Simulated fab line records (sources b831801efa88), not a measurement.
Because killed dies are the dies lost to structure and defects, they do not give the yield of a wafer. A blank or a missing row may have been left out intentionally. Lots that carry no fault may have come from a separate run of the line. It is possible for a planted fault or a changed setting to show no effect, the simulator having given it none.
fab line records	flow gf180mcu
record lots=14	wafers=42	last-day=34
route steps=602 shown V2@400 M3@411
lots that met no fault: from a run of the same line without faults
start-h: hours from the record's opening day to when the first of the lot's shown wafers began	wait-h: hours elapsed since this lot's preceding step	" unchanged from the row above	L1.1+2: several wafers, shown together as one row	- either no value or no given start	* or withheld: withheld	< > ~ a bound
route shown NAME@n: a module of which the file shows steps, and the number in the route of the first	usual: mean/standard deviation of fault-free wafers	same: alike in all rows	chamber/n: place in a boat	sites: readings site by site	_std_site: standard deviation across them	_edge_site: the outer-site mean with the inner-site mean subtracted	radius-mm: for every site, how far away it sits from the centre of the wafer	mask NAME#n: copy n	behind: the tool/chamber that last shaped the wafer	hold: why the lot was held/for how many hours/how that ended	device: names the non-switching transistor (n, p or np)	end of line: at the end of the route, the tests of the same wafers	a step with no rows: only its recipe	killed: not the wafer's yield, but the dies lost to structure and defects at the first sort	map: shows each die of a wafer: x if killed, . if not, _ if none is there
set.NAME: the setting as run; set.NAME@STEP: as run at that earlier step	model.NAME: the simulator's own value behind a step, which no gauge read
route steps across a sampled set of lots; one table per step, one row per wafer
services: when a tool's chamber went out of use (start-h, in hours from the record's first day, below 0 if earlier), for how many hours, and the reason
## steps
# step GF_V2_STRIP_18
# recipe chemistry=O2/N2	power-w=1400	pressure-mtorr=1500	platen-temp-c=250	o2-flow-sccm=3000	n2-flow-sccm=300	overash-fraction=0.5
# usual drypump-motor-current-A=5.83/0.19	heater-power-w=354/33	oes-product-au=0.593/0.0056
lot.wafer	tool	chamber	start-h	wait-h	drypump-motor-current-A	heater-power-w	oes-product-au	rf-hours-counter-h
L339.3	plasma-asher-02	0	464.29	-	5.95	362	0.600	-
L339.4	"	1	"	"	5.63	332	0.602	-
L339.5	"	0	"	"	5.95	369	0.584	-
L341.2	plasma-asher-02	0	478.07	-	5.94	358	0.596	65
L341.4	"	1	"	"	5.62	330	0.596	-
L341.5	"	0	"	"	5.96	362	0.595	-
L342.3	plasma-asher-03	1	497.29	-	5.91	413	0.584	-
L342.5	"	1	"	"	5.96	413	0.586	-
L342.6	"	0	"	"	6.18	329	0.598	-
L343.1	plasma-asher-01	1	506.77	-	5.65	386	0.600	90
L343.2	"	0	"	"	5.77	302	0.587	90
L343.6	"	1	"	"	5.64	387	0.585	-
L345.1	plasma-asher-01	1	515.81	-	5.61	387	0.583	91
L345.4	"	0	"	"	5.80	313	0.593	-
L345.5	"	1	"	"	5.65	377	0.591	-
L352.1	plasma-asher-01	0	572.66	-	5.79	311	0.591	97
L352.3	"	1	"	"	5.63	386	0.594	-
L352.4	"	0	"	"	5.80	306	0.593	-
L354.1	plasma-asher-02	1	591.22	-	5.57	332	0.595	77
L354.5	"	1	"	"	5.57	329	0.597	-
L354.6	"	0	"	"	5.93	359	0.585	-
L355.2	plasma-asher-01	1	600.81	-	5.64	388	0.602	100
L355.3	"	1	"	"	5.62	391	0.597	-
L355.6	"	1	"	"	5.62	393	0.590	-
L356.3	plasma-asher-02	1	604.15	-	5.60	334	0.584	-
L356.4	"	0	"	"	5.99	354	0.585	-
L356.6	"	0	"	"	5.95	359	0.583	-
L357.2	plasma-asher-01	0	611.47	-	5.77	307	0.591	101
L357.3	"	0	"	"	5.78	311	0.600	-
L357.6	"	1	"	"	5.64	377	0.596	-
L358.1	plasma-asher-01	1	619.06	-	5.64	394	0.600	102
L358.4	"	1	"	"	5.63	383	0.589	-
L358.6	"	0	"	"	5.79	302	0.593	-
L359.3	plasma-asher-02	0	630.50	-	5.93	362	0.602	-
L359.4	"	1	"	"	5.61	324	0.592	-
L359.6	"	0	"	"	5.96	370	0.594	-
L360.1	plasma-asher-03	1	633.82	-	5.96	412	0.592	56
L360.4	"	1	"	"	5.92	406	0.584	-
L360.6	"	1	"	"	5.92	397	0.603	-
L361.2	plasma-asher-02	0	636.06	-	5.96	359	0.587	81
L361.3	"	0	"	"	5.94	368	0.590	-
L361.5	"	1	"	"	5.57	325	0.596	-
# step GF_M3_SPUTTER_02
# recipe material=AlCu	target-thk-nm=450	power-w=10600	time-s=23.9	chamber-pressure-pa=0.4
# usual throttle-valve-pct=29.4/1.1
lot.wafer	tool	chamber	start-h	wait-h	throttle-valve-pct
L339.3	pvd-sputter-01	-	465.63	0.0	30.3
L339.4	"	-	"	"	27.5
L339.5	"	-	"	"	31.2
L341.2	pvd-sputter-01	-	479.43	0.0	31.5
L341.4	"	-	"	"	30.1
L341.5	"	-	"	"	27.5
L342.3	pvd-sputter-03	-	498.62	0.0	30.3
L342.5	"	-	"	"	30.1
L342.6	"	-	"	"	30.3
L343.1	pvd-sputter-01	-	508.14	0.0	31.3
L343.2	"	-	"	"	28.6
L343.6	"	-	"	"	27.3
L345.1	pvd-sputter-01	-	517.27	0.0	30.1
L345.4	"	-	"	"	27.4
L345.5	"	-	"	"	31.5
L352.1	pvd-sputter-03	-	574.13	0.0	30.0
L352.3	"	-	"	"	29.7
L352.4	"	-	"	"	28.2
L354.1	pvd-sputter-03	-	592.62	0.0	30.2
L354.5	"	-	"	"	29.9
L354.6	"	-	"	"	30.2
L355.2	pvd-sputter-03	-	602.17	0.0	28.1
L355.3	"	-	"	"	29.8
L355.6	"	-	"	"	28.3
L356.3	pvd-sputter-03	-	605.49	0.0	29.7
L356.4	"	-	"	"	30.3
L356.6	"	-	"	"	30.2
L357.2	pvd-sputter-02	-	612.95	0.0	28.4
L357.3	"	-	"	"	28.6
L357.6	"	-	"	"	29.2
L358.1	pvd-sputter-02	-	620.45	0.0	29.7
L358.4	"	-	"	"	28.5
L358.6	"	-	"	"	29.3
L359.3	pvd-sputter-01	-	631.83	0.0	30.3
L359.4	"	-	"	"	27.3
L359.6	"	-	"	"	28.5
L360.1	pvd-sputter-01	-	635.18	0.0	27.4
L360.4	"	-	"	"	28.8
L360.6	"	-	"	"	30.3
L361.2	pvd-sputter-01	-	637.42	0.0	28.8
L361.3	"	-	"	"	30.3
L361.5	"	-	"	"	31.4
# step GF_M3_RS_MEAS_05
# recipe thk-meas-gauge=four-point-probe	reads=TiN_of_M3_SPUTTER_04+Ti_of_M3_SPUTTER_03+AlCu_of_M3_SPUTTER_02+TiN_of_M3_SPUTTER_01+Ti_of_M3_SPUTTER_00
# usual M3_ALCU_RS=0.0695/0.00062
lot.wafer	tool	chamber	start-h	wait-h	M3_ALCU_RS[ohm/sq]
L339.3	film-metro-04	-	465.76	0.1	0.0695
L339.4	"	-	"	"	0.0687
L339.5	"	-	"	"	0.0687
L341.2	film-metro-01	-	479.54	0.0	0.0686
L341.4	"	-	"	"	0.0688
L341.5	"	-	"	"	0.0686
L342.3	film-metro-03	-	498.75	0.1	0.0692
L342.5	"	-	"	"	0.0689
L342.6	"	-	"	"	0.0683
L343.1	film-metro-04	-	508.23	0.0	0.0692
L343.2	"	-	"	"	0.0694
L343.6	"	-	"	"	0.0694
L345.1	film-metro-04	-	517.36	0.0	0.0693
L345.4	"	-	"	"	0.0687
L345.5	"	-	"	"	0.0687
L352.1	film-metro-04	-	574.22	0.0	0.0699
L352.3	"	-	"	"	0.0702
L352.4	"	-	"	"	0.0692
L354.1	film-metro-03	-	592.71	0.0	0.0706
L354.5	"	-	"	"	0.0708
L354.6	"	-	"	"	0.0703
L355.2	film-metro-03	-	602.28	0.0	0.0702
L355.3	"	-	"	"	0.0702
L355.6	"	-	"	"	0.0700
L356.3	film-metro-03	-	605.62	0.1	0.0706
L356.4	"	-	"	"	0.0704
L356.6	"	-	"	"	0.0699
L357.2	film-metro-04	-	613.06	0.0	0.0697
L357.3	"	-	"	"	0.0705
L357.6	"	-	"	"	0.0695
L358.1	film-metro-03	-	620.54	0.0	0.0695
L358.4	"	-	"	"	0.0690
L358.6	"	-	"	"	0.0688
L359.3	film-metro-01	-	631.96	0.1	0.0685
L359.4	"	-	"	"	0.0689
L359.6	"	-	"	"	0.0682
L360.1	film-metro-03	-	635.27	0.0	0.0693
L360.4	"	-	"	"	0.0689
L360.6	"	-	"	"	0.0691
L361.2	film-metro-04	-	637.53	0.0	0.0682
L361.3	"	-	"	"	0.0686
L361.5	"	-	"	"	0.0692
# step GF_M3_EXPOSE_11
# recipe mask-id=Metal3	target-cd-nm=280	na=0.68	source-shape=conventional	sigma-outer=0.6	dose-mj=28
lot.wafer	tool	chamber	start-h	wait-h	mask
L339.3+4+5	krf-scanner-01	0	477.59	-	Metal3#0
L341.2+4+5	krf-scanner-01	0	491.70	-	Metal3#0
L342.3+5+6	krf-scanner-02	0	510.69	-	Metal3#0
L343.1+2+6	krf-scanner-02	0	520.07	-	Metal3#0
L345.1+4+5	krf-scanner-02	0	528.75	-	Metal3#0
L352.1+3+4	krf-scanner-01	0	585.18	-	Metal3#0
L354.1+5+6	krf-scanner-02	0	603.20	-	Metal3#0
L355.2+3+6	krf-scanner-02	0	612.74	-	Metal3#0
L356.3+4+6	krf-scanner-01	0	616.44	-	Metal3#0
L357.2+3+6	krf-scanner-02	0	623.77	-	Metal3#0
L358.1+4+6	krf-scanner-01	0	631.29	-	Metal3#0
L359.3+4+6	krf-scanner-01	0	641.92	-	Metal3#0
L360.1+4+6	krf-scanner-01	0	645.63	-	Metal3#0
L361.2+3+5	krf-scanner-01	0	647.67	-	Metal3#0
# step GF_M3_CD_MEAS_14
# recipe target-cd-nm=280
# usual cd-nm=280.1/1.4
lot.wafer	tool	chamber	start-h	wait-h	cd-nm
L339.3	cd-sem-02	-	489.69	0.1	279.5
L339.4	"	-	"	"	278.3
L339.5	"	-	"	"	278.9
L341.2	cd-sem-01	-	502.87	0.1	282.6
L341.4	"	-	"	"	281.2
L341.5	"	-	"	"	282.4
L342.3	cd-sem-01	-	522.47	0.1	279.8
L342.5	"	-	"	"	281.3
L342.6	"	-	"	"	280.8
L343.1	cd-sem-01	-	531.12	0.1	248.4
L343.2	"	-	"	"	279.6
L343.6	"	-	"	"	279.6
L345.1	cd-sem-02	-	540.28	0.1	247.6
L345.4	"	-	"	"	247.2
L345.5	"	-	"	"	248.5
L352.1	cd-sem-01	-	595.38	0.1	282.5
L352.3	"	-	"	"	282.5
L352.4	"	-	"	"	283.2
L354.1	cd-sem-01	-	613.07	0.1	280.9
L354.5	"	-	"	"	279.9
L354.6	"	-	"	"	280.1
L355.2	cd-sem-01	-	622.87	0.1	280.2
L355.3	"	-	"	"	280.2
L355.6	"	-	"	"	280.6
L356.3	cd-sem-01	-	626.34	0.1	279.6
L356.4	"	-	"	"	280.2
L356.6	"	-	"	"	280.4
L357.2	cd-sem-01	-	633.84	0.1	279.0
L357.3	"	-	"	"	280.0
L357.6	"	-	"	"	279.1
L358.1	cd-sem-02	-	640.65	0.1	279.6
L358.4	"	-	"	"	278.8
L358.6	"	-	"	"	278.8
L359.3	cd-sem-01	-	651.93	0.2	280.8
L359.4	"	-	"	"	281.5
L359.6	"	-	"	"	281.6
L360.1	cd-sem-02	-	655.35	0.1	280.9
L360.4	"	-	"	"	279.5
L360.6	"	-	"	"	281.4
L361.2	cd-sem-02	-	657.22	0.1	279.7
L361.3	"	-	"	"	280.5
L361.5	"	-	"	"	279.7
## services
tool	chamber	start-h	hours	kind
krf-scanner-01	-	444.33	0.3	repair
plasma-asher-01	-	452.27	1.1	repair
krf-scanner-02	-	455.15	1.3	pm
pvd-sputter-03	-	464.14	6.3	repair
krf-scanner-02	-	484.48	0.8	pm
plasma-asher-01	-	520.67	0.7	repair
plasma-asher-02	-	523.99	2.3	repair
krf-scanner-01	-	539.06	4.5	repair
krf-scanner-02	-	542.88	0.2	repair
krf-scanner-02	-	544.91	4.4	pm
pvd-sputter-03	-	547.87	2.4	repair
krf-scanner-01	-	549.29	0.8	pm
krf-scanner-02	-	550.13	0.8	pm
krf-scanner-02	-	553.16	7.1	repair
plasma-asher-01	-	561.28	3.3	pm
pvd-sputter-03	-	577.48	3.9	repair
krf-scanner-01	-	582.99	1.0	pm
krf-scanner-02	-	583.70	2.4	repair
krf-scanner-02	-	603.86	1.0	pm
pvd-sputter-03	-	605.81	12.8	repair
krf-scanner-02	-	607.86	0.2	repair
krf-scanner-01	-	612.11	1.3	pm
krf-scanner-02	-	629.58	4.0	pm
krf-scanner-02	-	633.60	1.3	pm
## key
first-sign step=GF_M3_CD_MEAS_14	reading=cd-nm	direction=down	sigmas=23	usual=280.1	struck=247.9
effect none on later readings
met-at GF_M3_EXPOSE_11
struck-lots L343,L345
struck-wafers L343.1,L345.1,L345.4,L345.5
sort-left-out L343.1,L345.1,L345.4,L345.5
not-acting-at GF_V2_STRIP_18,GF_M3_SPUTTER_02,GF_M3_RS_MEAS_05
onset-between 510.69 520.07
fault kind=process-parameter-drift	tool=krf-scanner-02	chamber=-	onset-h=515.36	steps=GF_M3_EXPOSE_11	channel=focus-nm	offset=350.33	shape=step	end-h=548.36	scope=struck-wafers-only
# sort-left-out: the simulated sort isn't trusted on such a fault, so these wafers' sort isn't shown, and their yield isn't known
